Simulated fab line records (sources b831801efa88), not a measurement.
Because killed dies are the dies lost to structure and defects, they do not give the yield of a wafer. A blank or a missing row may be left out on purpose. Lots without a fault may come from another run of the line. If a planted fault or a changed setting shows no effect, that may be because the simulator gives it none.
Which of the tools did it? + flow gf180mcu + Sampling: 10 lots, 30 wafers, 5 of 602 route steps

## WHAT THE GAUGES READ, wafer by wafer
GF_M4_RS_MEAS_05: a four-point-probe measurement.
| lot  | measured     | on            | M4_ALCU_RS (ohm/sq)  |
|------|--------------|---------------|----------------------|
| L988 | day 23 05:11 | film-metro-03 | 0.0692 0.0704 0.0697 |
| L990 | day 23 09:46 | film-metro-02 | 0.0707 0.0713 0.0701 |
| L991 | day 24 09:05 | film-metro-03 | 0.0699 0.0691 0.0691 |
| L993 | day 24 20:59 | film-metro-03 | 0.0699 0.0691 0.0703 |
| L996 | day 26 01:14 | film-metro-04 | 0.0700 0.0689 0.0694 |
| L997 | day 26 02:10 | film-metro-02 | 0.0693 0.0692 0.0692 |
| L998 | day 26 11:58 | film-metro-02 | 0.0689 0.0697 0.0690 |
| L999 | day 26 13:50 | film-metro-04 | 0.0698 0.0698 0.0694 |
| L100 | day 27 01:23 | film-metro-04 | 0.0699 0.0699 0.0693 |
| L106 | day 28 16:16 | film-metro-04 | 0.0672 0.0663 0.0671 |

GF_M4_THK_MEAS_06: measures by xrf.
| lot  | measured     | on            | M4_ALCU_THK (nm) |
|------|--------------|---------------|------------------|
| L988 | day 23 05:18 | film-metro-03 | 458 452 454      |
| L990 | day 23 09:51 | film-metro-02 | 452 446 454      |
| L991 | day 24 09:11 | film-metro-03 | 453 460 461      |
| L993 | day 24 21:07 | film-metro-03 | 453 457 451      |
| L996 | day 26 01:21 | film-metro-04 | 455 460 457      |
| L997 | day 26 02:16 | film-metro-02 | 457 459 460      |
| L998 | day 26 12:04 | film-metro-02 | 463 457 464      |
| L999 | day 26 13:56 | film-metro-04 | 457 458 457      |
| L100 | day 27 01:29 | film-metro-04 | 453 456 458      |
| L106 | day 28 16:22 | film-metro-04 | 474 479 475      |

## WHAT TOOL EACH LOT RAN ON (gives the tool, then ch and the chambers of the sampled wafers, and finally the start)
| lot  | GF_V2_CMP_04                  | GF_M4_SPUTTER_02             | GF_M4_SPUTTER_04             |
|------|-------------------------------|------------------------------|------------------------------|
| L988 | cmp-02 ch 0,1,2, day 20 01:52 | pvd-sputter-03, day 23 05:05 | pvd-sputter-03, day 23 05:08 |
| L990 | cmp-01 ch 2,3, day 20 05:41   | pvd-sputter-03, day 23 09:37 | pvd-sputter-03, day 23 09:40 |
| L991 | cmp-01 ch 0,1,3, day 21 06:43 | pvd-sputter-02, day 24 08:57 | pvd-sputter-02, day 24 09:00 |
| L993 | cmp-01 ch 0,1,2, day 21 20:55 | pvd-sputter-04, day 24 20:54 | pvd-sputter-04, day 24 20:57 |
| L996 | cmp-02 ch 0,2,3, day 23 01:37 | pvd-sputter-03, day 26 01:08 | pvd-sputter-03, day 26 01:11 |
| L997 | cmp-01 ch 1,2,3, day 23 02:08 | pvd-sputter-04, day 26 02:02 | pvd-sputter-04, day 26 02:05 |
| L998 | cmp-01 ch 0,1, day 23 13:25   | pvd-sputter-03, day 26 11:50 | pvd-sputter-03, day 26 11:53 |
| L999 | cmp-01 ch 0,3, day 23 16:26   | pvd-sputter-02, day 26 13:41 | pvd-sputter-02, day 26 13:44 |
| L100 | cmp-02 ch 0,1,2, day 24 04:05 | pvd-sputter-02, day 27 01:16 | pvd-sputter-02, day 27 01:19 |
| L106 | cmp-01 ch 0,1, day 25 23:09   | pvd-sputter-02, day 28 16:09 | pvd-sputter-02, day 28 16:12 |
- GF_V2_CMP_04: polishes SiO2.
- GF_M4_SPUTTER_02: material AlCu, target thk 450 nm, time 23.9 s.
- GF_M4_SPUTTER_04: material TiN, target thk 50 nm, time 41.7 s.

## AS READ BY THE TOOLS THEMSELVES (means over the sampled wafers that have a number; for cases with no such wafer, the mark the record gives instead)
GF_V2_CMP_04.
| lot  | tool   | motor-current-A (A) | retaining-ring-pressure-frac | time-to-endpoint-s (s) |
|------|--------|---------------------|------------------------------|------------------------|
| L988 | cmp-02 | 12.6                | 1.004                        | 71                     |
| L990 | cmp-01 | 10.9                | 0.999                        | 83                     |
| L991 | cmp-01 | 11.6                | 0.999                        | 81                     |
| L993 | cmp-01 | 11.4                | 1.001                        | 90                     |
| L996 | cmp-02 | 12.2                | 0.996                        | 77                     |
| L997 | cmp-01 | 11.1                | 0.998                        | 80                     |
| L998 | cmp-01 | 12.6                | 0.998                        | 79                     |
| L999 | cmp-01 | 11.7                | 0.994                        | 80                     |
| L100 | cmp-02 | 12.6                | 1.001                        | 76                     |
| L106 | cmp-01 | 12.3                | 1.003                        | 78                     |

GF_M4_SPUTTER_02.
| lot  | tool           | throttle-valve-pct (%) |
|------|----------------|------------------------|
| L988 | pvd-sputter-03 | 29.7                   |
| L990 | pvd-sputter-03 | 30.5                   |
| L991 | pvd-sputter-02 | 29.1                   |
| L993 | pvd-sputter-04 | 30.0                   |
| L996 | pvd-sputter-03 | 29.8                   |
| L997 | pvd-sputter-04 | 30.2                   |
| L998 | pvd-sputter-03 | 30.4                   |
| L999 | pvd-sputter-02 | 29.2                   |
| L100 | pvd-sputter-02 | 29.0                   |
| L106 | pvd-sputter-02 | 29.3                   |

GF_M4_SPUTTER_04.
| lot  | tool           | throttle-valve-pct (%) |
|------|----------------|------------------------|
| L988 | pvd-sputter-03 | 29.8                   |
| L990 | pvd-sputter-03 | 30.4                   |
| L991 | pvd-sputter-02 | 29.0                   |
| L993 | pvd-sputter-04 | 30.1                   |
| L996 | pvd-sputter-03 | 29.8                   |
| L997 | pvd-sputter-04 | 30.3                   |
| L998 | pvd-sputter-03 | 30.4                   |
| L999 | pvd-sputter-02 | 29.2                   |
| L100 | pvd-sputter-02 | 29.1                   |
| L106 | pvd-sputter-02 | 29.3                   |

## THE ANSWER, worked out from the rows above alone
Rule: the lots themselves supply what counts as usual. Put in order of their means at a reading, lots are off if they are a third of the lots or fewer, leave a main group of 4 or more, and stand apart from it by a gap of 3 or more times the standard deviation of the main group's means; of several such gaps the widest counts. If all means in a main group match to the digits the tables above print for the reading, that group is not used. A lot without any number at a reading at which 4 lots or more have one is off too. The other lots that the step has rows for count as sound. Order of review: gauges by route order, followed by the tools' own readings, for which a lot's mean as printed above is used. At the first step where some lot is off, the reading lying furthest off is the one used; lots without a number count as furthest.
Off: L106, seen at GF_M4_RS_MEAS_05 (M4_ALCU_RS). The main group: mean 0.0696 ohm/sq, standard deviation 0.00043.
A tool fits if, at a process step before that reading, it ran every lot that is off, and no sound lot after the first of them. The gauges at GF_M4_RS_MEAS_05 are tried like those tools. Can't be told from this: 3 tools fit, cmp-01 at GF_V2_CMP_04, pvd-sputter-02 at GF_M4_SPUTTER_02 and GF_M4_SPUTTER_04, film-metro-04 at GF_M4_RS_MEAS_05.

## WHAT THE SIMULATOR HAD INSERTED
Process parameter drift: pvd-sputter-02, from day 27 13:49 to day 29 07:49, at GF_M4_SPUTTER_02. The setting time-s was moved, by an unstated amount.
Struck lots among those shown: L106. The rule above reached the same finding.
